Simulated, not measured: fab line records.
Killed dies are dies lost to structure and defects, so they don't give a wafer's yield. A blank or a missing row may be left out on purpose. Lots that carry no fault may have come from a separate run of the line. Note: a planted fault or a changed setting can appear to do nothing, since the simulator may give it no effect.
fab line records / flow sfqLine
[record] lots = 13 wafers = 37 lastDay = 92
route steps=325 shown I0@54
lots that met no fault: taken from a fault-free run of the same line
startH: the number of hours between the record's first day and the start of the first shown wafer of the lot / waitH: hours since the lot's step before / " identical to the entry in the row above / L1.1+2: a single row standing in for several wafers / - no value, or no start given / * or withheld: withheld / < > ~ a bound
route shown NAME@n: NAME is a module with steps in the file, n the number in the route of the first one / usual: mean and standard deviation over wafers with no fault / same: alike in all rows / chamber/n: place in a boat / sites: readings site by site / _std_site: their standard deviation / _edge_site: mean of outer sites minus mean of inner sites / radiusMm: for every site, how far away it sits from the centre of the wafer / mask NAME#n: copy n / behind: tool/chamber where the wafer was last shaped / hold: cause of the lot's hold/its duration in hours/its outcome / device: which transistor (n, p or np) failed to switch / end of line: the same wafers' tests at the end of the route / for a step that has no rows: nothing shown but its recipe / killed: not the wafer's yield, but the dies lost to structure and defects at the first sort / map: the dies of a wafer, with x for killed, . for not killed, _ for no die there
set.NAME: the setting as run; set.NAME@STEP: as run at that earlier step / model.NAME: the simulator's own value behind a step, which no gauge read
route steps across a sampled set of lots; one table per step, one row per wafer
services: from which hour (startH, from the record's first day; less than 0 if before it) a tool's chamber was out of use, for how many hours, and why
[[steps]]
[step SFQ_TRILAYER_I0_VIA_BARC_OPEN_VIA_ETCH_046]
[recipe] maskMaterial = PR chemistry = O2 targetDepthNm = 125 target = BARC sourceW = 500 biasW = 80 pressureMtorr = 30 timeS = 41.7
[usual] drypumpMotorCurrentA = 5.5/0.47 oesProductAu = 0.685/0.0046 runLengthS = 70.0/0.41
lot.wafer=L877.1 tool=rieDiel-04 chamber=1 startH=378.89 waitH=0.0 drypumpMotorCurrentA=5.4 oesProductAu=0.679 rfHoursCounterH=10 runLengthS=69.8
lot.wafer=L877.3 tool=rieDiel-04 chamber=2 startH=378.89 waitH=0.0 drypumpMotorCurrentA=5.3 oesProductAu=0.683 rfHoursCounterH=80 runLengthS=69.9
lot.wafer=L877.6 tool=rieDiel-04 chamber=1 startH=378.89 waitH=0.0 drypumpMotorCurrentA=5.4 oesProductAu=0.692 rfHoursCounterH=- runLengthS=69.7
lot.wafer=L878.2 tool=rieDiel-01 chamber=3 startH=383.69 waitH=0.0 drypumpMotorCurrentA=5.3 oesProductAu=0.680 rfHoursCounterH=15 runLengthS=70.6
lot.wafer=L878.3 tool=rieDiel-01 chamber=0 startH=383.69 waitH=0.0 drypumpMotorCurrentA=5.6 oesProductAu=0.680 rfHoursCounterH=2 runLengthS=69.7
lot.wafer=L878.4 tool=rieDiel-01 chamber=2 startH=383.69 waitH=0.0 drypumpMotorCurrentA=6.8 oesProductAu=0.689 rfHoursCounterH=34 runLengthS=69.7
lot.wafer=L879.2 tool=rieDiel-02 chamber=1 startH=387.29 waitH=0.0 drypumpMotorCurrentA=5.0 oesProductAu=0.687 rfHoursCounterH=1 runLengthS=70.1
lot.wafer=L879.3 tool=rieDiel-02 chamber=2 startH=387.29 waitH=0.0 drypumpMotorCurrentA=5.0 oesProductAu=0.681 rfHoursCounterH=23 runLengthS=70.5
lot.wafer=L879.5 tool=rieDiel-02 chamber=2 startH=387.29 waitH=0.0 drypumpMotorCurrentA=5.0 oesProductAu=0.683 rfHoursCounterH=- runLengthS=70.3
lot.wafer=L880.3 tool=rieDiel-04 chamber=2 startH=398.22 waitH=0.0 drypumpMotorCurrentA=5.3 oesProductAu=0.681 rfHoursCounterH=81 runLengthS=69.5
lot.wafer=L880.4 tool=rieDiel-04 chamber=3 startH=398.22 waitH=0.0 drypumpMotorCurrentA=6.1 oesProductAu=0.690 rfHoursCounterH=57 runLengthS=70.3
lot.wafer=L880.6 tool=rieDiel-04 chamber=1 startH=398.22 waitH=0.0 drypumpMotorCurrentA=5.4 oesProductAu=0.685 rfHoursCounterH=- runLengthS=69.6
lot.wafer=L887.3 tool=rieDiel-02 chamber=1 startH=477.91 waitH=0.0 drypumpMotorCurrentA=5.0 oesProductAu=0.784 rfHoursCounterH=2 runLengthS=63.4
lot.wafer=L887.4 tool=rieDiel-02 chamber=2 startH=477.91 waitH=0.0 drypumpMotorCurrentA=5.0 oesProductAu=0.686 rfHoursCounterH=- runLengthS=70.3
lot.wafer=L887.5 tool=rieDiel-02 chamber=1 startH=477.91 waitH=0.0 drypumpMotorCurrentA=5.0 oesProductAu=0.681 rfHoursCounterH=- runLengthS=70.1
lot.wafer=L889.1 tool=rieDiel-02 chamber=0 startH=480.31 waitH=0.0 drypumpMotorCurrentA=5.5 oesProductAu=0.678 rfHoursCounterH=103 runLengthS=69.2
lot.wafer=L889.3 tool=rieDiel-02 chamber=1 startH=480.31 waitH=0.0 drypumpMotorCurrentA=5.0 oesProductAu=0.778 rfHoursCounterH=2 runLengthS=63.8
lot.wafer=L890.4 tool=rieDiel-02 chamber=2 startH=481.53 waitH=0.0 drypumpMotorCurrentA=5.0 oesProductAu=0.688 rfHoursCounterH=- runLengthS=70.4
lot.wafer=L890.6 tool=rieDiel-02 chamber=0 startH=481.53 waitH=0.0 drypumpMotorCurrentA=5.5 oesProductAu=0.786 rfHoursCounterH=- runLengthS=62.9
lot.wafer=L891.1 tool=rieDiel-04 chamber=3 startH=482.71 waitH=0.0 drypumpMotorCurrentA=6.1 oesProductAu=0.681 rfHoursCounterH=58 runLengthS=70.3
lot.wafer=L891.3 tool=rieDiel-04 chamber=0 startH=482.71 waitH=0.0 drypumpMotorCurrentA=5.7 oesProductAu=0.690 rfHoursCounterH=24 runLengthS=69.8
lot.wafer=L891.5 tool=rieDiel-04 chamber=1 startH=482.71 waitH=0.0 drypumpMotorCurrentA=5.3 oesProductAu=0.686 rfHoursCounterH=- runLengthS=70.2
lot.wafer=L893.3 tool=rieDiel-04 chamber=1 startH=485.11 waitH=0.0 drypumpMotorCurrentA=5.4 oesProductAu=0.677 rfHoursCounterH=11 runLengthS=70.4
lot.wafer=L893.4 tool=rieDiel-04 chamber=2 startH=485.11 waitH=0.0 drypumpMotorCurrentA=5.3 oesProductAu=0.688 rfHoursCounterH=82 runLengthS=69.8
lot.wafer=L893.5 tool=rieDiel-04 chamber=1 startH=485.11 waitH=0.0 drypumpMotorCurrentA=5.4 oesProductAu=0.694 rfHoursCounterH=- runLengthS=69.6
lot.wafer=L895.1 tool=rieDiel-04 chamber=0 startH=487.51 waitH=0.0 drypumpMotorCurrentA=5.7 oesProductAu=0.688 rfHoursCounterH=24 runLengthS=70.2
lot.wafer=L895.3 tool=rieDiel-04 chamber=3 startH=487.51 waitH=0.0 drypumpMotorCurrentA=6.1 oesProductAu=0.689 rfHoursCounterH=58 runLengthS=70.5
lot.wafer=L895.5 tool=rieDiel-04 chamber=2 startH=487.51 waitH=0.0 drypumpMotorCurrentA=5.3 oesProductAu=0.678 rfHoursCounterH=- runLengthS=69.9
lot.wafer=L897.1 tool=rieDiel-01 chamber=2 startH=489.91 waitH=0.0 drypumpMotorCurrentA=6.8 oesProductAu=0.693 rfHoursCounterH=36 runLengthS=69.6
lot.wafer=L897.3 tool=rieDiel-01 chamber=1 startH=489.91 waitH=0.0 drypumpMotorCurrentA=5.6 oesProductAu=0.688 rfHoursCounterH=3 runLengthS=69.8
lot.wafer=L897.6 tool=rieDiel-01 chamber=1 startH=489.91 waitH=0.0 drypumpMotorCurrentA=5.6 oesProductAu=0.693 rfHoursCounterH=- runLengthS=70.0
lot.wafer=L898.2 tool=rieDiel-04 chamber=3 startH=491.11 waitH=0.0 drypumpMotorCurrentA=6.0 oesProductAu=0.686 rfHoursCounterH=58 runLengthS=70.3
lot.wafer=L898.3 tool=rieDiel-04 chamber=1 startH=491.11 waitH=0.0 drypumpMotorCurrentA=5.4 oesProductAu=0.682 rfHoursCounterH=12 runLengthS=70.1
lot.wafer=L898.4 tool=rieDiel-04 chamber=2 startH=491.11 waitH=0.0 drypumpMotorCurrentA=5.3 oesProductAu=0.690 rfHoursCounterH=82 runLengthS=69.4
lot.wafer=L900.2 tool=rieDiel-01 chamber=1 startH=493.51 waitH=0.0 drypumpMotorCurrentA=5.5 oesProductAu=0.678 rfHoursCounterH=4 runLengthS=70.1
lot.wafer=L900.5 tool=rieDiel-01 chamber=2 startH=493.51 waitH=0.0 drypumpMotorCurrentA=6.8 oesProductAu=0.692 rfHoursCounterH=- runLengthS=69.6
lot.wafer=L900.6 tool=rieDiel-01 chamber=3 startH=493.51 waitH=0.0 drypumpMotorCurrentA=5.3 oesProductAu=0.685 rfHoursCounterH=- runLengthS=70.1
[[services]]
tool=rieDiel-04 chamber=2 startH=365.71 hours=4.6 kind=repair
tool=rieDiel-04 chamber=0 startH=375.23 hours=6.0 kind=repair
tool=rieDiel-02 chamber=- startH=377.74 hours=0.4 kind=repair
tool=rieDiel-01 chamber=3 startH=402.84 hours=3.6 kind=repair
tool=rieDiel-01 chamber=2 startH=445.98 hours=4.7 kind=repair
tool=rieDiel-02 chamber=3 startH=448.99 hours=16.1 kind=repair
tool=rieDiel-02 chamber=3 startH=465.06 hours=- kind=clean
tool=rieDiel-02 chamber=3 startH=465.06 hours=26.4 kind=scheduledDown
tool=rieDiel-02 chamber=3 startH=465.06 hours=26.4 kind=ventCycle
tool=rieDiel-01 chamber=- startH=465.95 hours=0.7 kind=repair
tool=rieDiel-01 chamber=- startH=473.36 hours=15.6 kind=pm
tool=rieDiel-02 chamber=0 startH=491.44 hours=- kind=clean
tool=rieDiel-02 chamber=0 startH=491.44 hours=14.3 kind=scheduledDown
tool=rieDiel-02 chamber=0 startH=491.44 hours=14.3 kind=ventCycle
[[key]]
[firstSign] step = SFQ_TRILAYER_I0_VIA_BARC_OPEN_VIA_ETCH_046 reading = oesProductAu direction = up sigmas = 21 usual = 0.685 struck = 0.783
[effect] step = SFQ_TRILAYER_I0_VIA_BARC_OPEN_VIA_ETCH_046 reading = runLengthS direction = down sigmas = 16 usual = * struck = *
metAt SFQ_TRILAYER_I0_VIA_BARC_OPEN_VIA_ETCH_046
struckLots L887,L889,L890
struckWafers L887.3,L889.3,L890.6
onsetBetween 387.29 477.91
[fault] kind = processParameterDrift tool = rieDiel-02 chamber = - onsetH = 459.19 steps = SFQ_TRILAYER_I0_VIA_BARC_OPEN_VIA_ETCH_046 channel = timeS offset = * shape = step endH = 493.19 scope = struckWafersOnly actsIn = * stated = *
